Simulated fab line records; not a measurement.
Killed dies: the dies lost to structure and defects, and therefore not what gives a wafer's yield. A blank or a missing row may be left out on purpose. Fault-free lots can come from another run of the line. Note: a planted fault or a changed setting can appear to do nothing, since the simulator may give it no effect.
Code-filled problem report in 8D (eight disciplines) form    flow sky130    the parts of the form that need people (team, actions taken, sign-off) are left out

1. WHAT IS WRONG
Wafers without a fault read 56.59 W, standard deviation 0.044; heater_power_total_W at SKY_VT_ADJUST_NCORE_SOFTBAKE_03 reads a mean of 57.28 W on 2 wafers belonging to 2 lots. Relative to the usual mean, that is a shift of +16 standard deviations.
The step: time 60 s.
The first sign was on wafer L573.4 at day 11 13:15, on litho_track-03. The record holds 42 wafers of 14 lots with a number at this step. Rule for "out", or "out of limits": more than 4 standard deviations from the usual mean. The rest of the wafers with a number are treated as sound.

2. WHAT IT IS, AND WHAT IT ISN'T
question                     is                                  is not
which readings at this step  heater_power_total_W, run_length_s  exhaust_pa
which lots                   L573, L575                          L561, L562, L563, L564, L565, L566, L567, L568, L569, L581, L582, L584
which wafers of those lots   L573.4, L575.4                      L573.1, L573.5, L575.2, L575.5
read on which tools          litho_track-03                      litho_track-01, litho_track-04
when                         from day 11 13:15                   up to then (29 sound wafers); but 11 sound wafers of L575, L581, L582, L584 came after

3. WHAT RULES OUT EACH SUSPECT
Counting: if a tool at a process step up to the reading ran every lot that is out, it stays a suspect. Sound lots after the first of them don't rule it out here, since some wafers of a struck lot are sound.
- litho_track-03 at SKY_VT_ADJUST_NCORE_SOFTBAKE_03 (time 60 s): kept. It ran every lot that is out, first L573 (day 11 13:15); its last sound lot up to then is L569 (day 10 08:54). Its own readings are out on those wafers: heater_power_total_W, run_length_s.
Left after counting: litho_track-03 at SKY_VT_ADJUST_NCORE_SOFTBAKE_03.

4. THE CAUSE (what the simulator had put in)
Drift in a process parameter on litho_track-03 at SKY_VT_ADJUST_NCORE_SOFTBAKE_03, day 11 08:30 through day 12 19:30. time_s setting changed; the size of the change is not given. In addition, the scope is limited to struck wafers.
The count eliminated every tool but this one.

5. SEQUENCE OF EFFECTS, ordered by route
Each row: a reading where the mean over the struck wafers with a number is more than 3 standard deviations away from the usual. Scope: only readings with a usual standard deviation given in the record; hours: median across lots of the time from each lot's start at the first step in this table that gives one to its start at this step; sigmas: change in usual standard deviations.
hours  step                             reading               usual    on struck wafers  change  sigmas
0      SKY_VT_ADJUST_NCORE_SOFTBAKE_03  heater_power_total_W  56.59 W  57.28             +0.69   +16
0      SKY_VT_ADJUST_NCORE_SOFTBAKE_03  run_length_s          89.04 s  86.27             -2.77   -13
Process steps it contains:
- SKY_VT_ADJUST_NCORE_SOFTBAKE_03: time 60 s.
Readings that are blank on the struck wafers while sound wafers have them: plate_temp_C at SKY_VT_ADJUST_NCORE_SOFTBAKE_03.

6. WHAT WOULD HAVE CAUGHT IT SOONER
5 hours passed between the start of the fault at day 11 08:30 and the first reading out of limits in this record, taken at day 11 13:15.
